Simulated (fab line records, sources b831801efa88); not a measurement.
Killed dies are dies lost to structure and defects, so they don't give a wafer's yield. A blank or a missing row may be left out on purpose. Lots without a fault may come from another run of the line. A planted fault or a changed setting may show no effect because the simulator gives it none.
Which tool did it? | flow gf180mcu | 13 lots, 39 wafers sampled, at 3 steps of a route of 602

WHAT THE GAUGES READ, wafer by wafer
GF_V5_THK_MEAS_01. Usual: V5_CVD_00_THK 308 nm, standard deviation 3.3.
lot  | measured     | on            | V5_CVD_00_THK (nm) | flag
L253 | day 26 06:19 | film_metro-01 | 308 310 308        |
L255 | day 26 19:53 | film_metro-03 | 314 306 308        |
L257 | day 27 12:07 | film_metro-01 | 312 308 303        |
L261 | day 28 16:14 | film_metro-03 | 310 309 311        |
L262 | day 29 03:03 | film_metro-03 | 305 304 303        |
L267 | day 30 15:02 | film_metro-03 | 306 312 309        |
L269 | day 31 06:01 | film_metro-01 | 308 307 307        |
L271 | day 31 12:49 | film_metro-02 | 300 304 303        |
L272 | day 31 19:49 | film_metro-03 | 302 306 309        |
L273 | day 32 02:29 | film_metro-02 | 308 308 309        |
L275 | day 32 16:20 | film_metro-01 | 309 307 306        |
L274 | day 32 15:23 | film_metro-03 | 310 313 306        |
L276 | day 33 01:38 | film_metro-02 | 306 305 309        |

GF_V5_OVL_MEAS_15. Usual: V5_OVL 0 nm, standard deviation 6.2.
lot  | measured     | on         | V5_OVL (nm) | flag
L253 | day 27 03:19 | overlay-01 | 2 5 10      |
L255 | day 27 16:31 | overlay-02 | 6 -1 -8     |
L257 | day 28 08:28 | overlay-01 | -8 -11 -5   |
L261 | day 29 12:08 | overlay-01 | -4 -5 3     |
L262 | day 29 22:13 | overlay-02 | -1 1 9      |
L267 | day 31 09:55 | overlay-01 | 4 7 -8      |
L269 | day 32 00:07 | overlay-02 | 5 9 0       |
L271 | day 32 07:23 | overlay-02 | -2 5 7      |
L272 | day 32 13:43 | overlay-01 | -9 -9 -13   |
L273 | day 32 19:56 | overlay-02 | 0 10 2      |
L275 | day 33 08:08 | overlay-02 | 6 1 0       |
L274 | day 33 07:48 | overlay-01 | 3 4 3       |
L276 | day 33 17:59 | overlay-01 | 12 -3 11    |

WHICH TOOL RAN EACH LOT (tool, then ch and the chambers of the sampled wafers, then the start)
lot  | GF_VT_IMPLANT_STRIP_31
L253 | plasma_asher-03 ch 0,1, day 6 19:44
L255 | plasma_asher-03 ch 0,1, day 7 08:23
L257 | plasma_asher-03 ch 0,1, day 7 20:37
L261 | plasma_asher-03 ch 0,1, day 8 21:13
L262 | plasma_asher-03 ch 0, day 9 09:02
L267 | plasma_asher-02 ch 0,1, day 10 18:49
L269 | plasma_asher-02 ch 0,1, day 11 06:34
L271 | plasma_asher-01 ch 0,1, day 11 16:58
L272 | plasma_asher-01 ch 0,1, day 12 00:53
L273 | plasma_asher-03 ch 0,1, day 12 07:11
L275 | plasma_asher-02 ch 1, day 12 22:16
L274 | plasma_asher-01 ch 0,1, day 12 23:41
L276 | plasma_asher-03 ch 0,1, day 13 11:46
- GF_VT_IMPLANT_STRIP_31: strips in O2/N2.

WHAT THE TOOLS THEMSELVES READ (means of the sampled wafers that have a number; where no wafer has one, the mark that the record gives instead)
GF_VT_IMPLANT_STRIP_31. Usual: drypump_motor_current_A 5.7 A, standard deviation 0.51; heater_power_w 333 W, standard deviation 27; n2_flow_sccm 300.0 sccm, standard deviation 0.85; oes_product_au 0.716 a.u., standard deviation 0.0052; platen_temp_c 249.98 C, standard deviation 0.16; strip_time_to_endpoint_s 12.63 s, standard deviation 0.043.
lot  | tool            | drypump_motor_current_A (A) | heater_power_w (W) | n2_flow_sccm (sccm) | oes_product_au (a.u.) | platen_temp_c (C) | strip_time_to_endpoint_s (s) | flag
L253 | plasma_asher-03 | 6.0                         | 324                | 299.6               | 0.717                 | 250.01            | 12.61                        |
L255 | plasma_asher-03 | 5.8                         | 307                | 300.2               | 0.716                 | 249.92            | 12.60                        |
L257 | plasma_asher-03 | 5.8                         | 305                | 299.5               | 0.715                 | 249.97            | 12.65                        |
L261 | plasma_asher-03 | 6.1                         | 319                | 300.4               | 0.717                 | 249.90            | 12.59                        |
L262 | plasma_asher-03 | 5.5                         | 284                | 300.4               | 0.721                 | 250.09            | 12.60                        |
L267 | plasma_asher-02 | 5.5                         | 347                | 300.3               | 0.712                 | 249.91            | 12.61                        |
L269 | plasma_asher-02 | 5.6                         | 349                | 299.4               | 0.713                 | 250.15            | 12.71                        |
L271 | plasma_asher-01 | 5.2                         | 353                | 300.2               | 0.722                 | 249.93            | 12.56                        |
L272 | plasma_asher-01 | 5.6                         | 338                | 300.5               | 0.716                 | 250.02            | 12.59                        |
L273 | plasma_asher-03 | 6.1                         | 322                | 300.5               | 0.713                 | 249.85            | 12.63                        |
L275 | plasma_asher-02 | 5.7                         | 357                | 300.5               | 0.722                 | 249.89            | 12.62                        |
L274 | plasma_asher-01 | 5.6                         | 337                | 300.2               | 0.715                 | 250.06            | 12.66                        |
L276 | plasma_asher-03 | 5.8                         | 305                | 300.5               | 0.715                 | 249.94            | 12.64                        |

THE ANSWER, worked out from the rows above alone
Rule: a lot is off if the mean of its wafers that have a number lies more than 3 standard deviations from the usual mean. A lot without any number at a reading at which 4 lots or more have one is off too. The other lots that the step has rows for count as sound. The gauges are gone through in route order, then the tools' own readings, and for those a lot's mean is taken as printed above. The first step at which some lot is off is used, and at that step the reading that is off furthest; a lot without a number counts as furthest.
No lot is off at any reading shown: from this, nothing can be told.

WHAT THE SIMULATOR HAD PUT IN
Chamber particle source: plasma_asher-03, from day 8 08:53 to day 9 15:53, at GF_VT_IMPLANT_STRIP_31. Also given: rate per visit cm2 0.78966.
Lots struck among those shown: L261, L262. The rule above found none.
